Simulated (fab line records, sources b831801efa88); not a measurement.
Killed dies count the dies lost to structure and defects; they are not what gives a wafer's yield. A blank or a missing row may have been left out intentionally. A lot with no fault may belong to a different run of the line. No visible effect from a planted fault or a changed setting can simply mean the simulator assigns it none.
Comparing a struck lot with a sound one | flow sky130 | 21 steps out of a route of 708
Sound: the wafers L980.1, L980.2, L980.4. Struck: wafers L972.2, L972.4, L972.6. The cause is named last.
Order at every step that has rows: each side's tool, ch and its chambers, its first start. Under that, the readings that differ: sound wafers | struck wafers | difference of the means | sigmas: that difference in standard deviations of wafers without a fault.
alike: a reading whose means differ by less than 2 such deviations, as well as words and numbers matching on both sides. not compared: withheld readings; readings where some wafer has no value; bounds like >300 that might hide an equal value; numbers whose values overlap and for which the record gives no deviation.
The two part at a step that has a row with sigmas, a row that says differs or no value, or rows on one side only. Numbers that don't overlap but have no deviation are shown without sigmas and don't part them. A reading that every wafer of one side lacks parts them only if that side has two wafers or more.

first, 1 step without rows for these wafers: SKY_POLY_GATE_OXIDATION_20 (stabilise 600 s, purge 300 s, target thk 4 nm).
SKY_POLY_GATE_THK_MEAS_21:
  sound on film-metro-04, day 24 05:29; struck on film-metro-02, day 21 18:31
  alike: POLY_GATE_OXIDATION_THK
SKY_POLY_GATE_CD_MEAS_22:
  sound on cd-sem-01, day 24 05:32; struck on cd-sem-02, day 21 18:35
  alike: cd-nm
then, 7 steps without rows for these wafers: SKY_LDD_N_DEHYDRATE_00 (time 60 s); SKY_LDD_N_HMDS_01 (prime time 60 s); SKY_LDD_N_COAT_02 (resist thk 300 nm); SKY_LDD_N_SOFTBAKE_03 (time 60 s); SKY_LDD_N_EXPOSE_04 (exposes mask NTM, target cd 840 nm); SKY_LDD_N_PEB_05; SKY_LDD_N_DEVELOP_06 (develop time 60 s).
SKY_LDD_N_OVL_MEAS_07:
  sound on overlay-02, day 25 12:16; struck on overlay-01, day 23 01:22
  alike: LDD_N_OVL
after that, 1 step had no rows for these wafers: SKY_LDD_N_IMPLANT_08.
SKY_LDD_N_IMPLANT_09:
  sound on implanter-02 ch 0, day 25 12:27; struck on implanter-03, day 23 01:34
  no value came back on the struck wafers for beam-energy-keV, beam-on-s (s), rotation-deg (degrees); on the sound wafers beam-energy-keV reads 19.996 20.000 19.999
then, 6 steps without rows for these wafers: SKY_LDD_N_IMPLANT_10; SKY_LDD_N_IMPLANT_11; SKY_LDD_N_IMPLANT_12; SKY_LDD_N_IMPLANT_13; SKY_LDD_N_IMPLANT_14; SKY_LDD_N_IMPLANT_15.
SKY_LDD_N_STRIP_16: strips in O2/N2.
  sound on plasma-asher-03 ch 0,1, day 25 13:30; struck on plasma-asher-04 ch 1, day 23 02:35
  reading                      | sound             | struck            | difference | sigmas
  strip-time-to-endpoint-s (s) | 4.307 4.300 4.301 | 4.118 4.130 4.127 | -0.178     | -10
  alike: drypump-motor-current-A, oes-product-au
  not compared: rf-hours-counter-h
SKY_LDD_N_TW_MEAS_17:
  sound on film-metro-04, day 25 13:36; struck on film-metro-04, day 23 02:42
  reading  | sound          | struck         | difference | sigmas
  LDD_N_TW | 2588 2592 2586 | 2440 2442 2452 | -144       | -5

== WHERE THEY PART ==
Earliest at SKY_LDD_N_IMPLANT_09; latest, in this record, at SKY_LDD_N_TW_MEAS_17.

WHY: the cause the simulator had injected
Skipped step whole: implanter-03, from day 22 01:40 on, at SKY_LDD_N_IMPLANT_09. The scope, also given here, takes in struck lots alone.
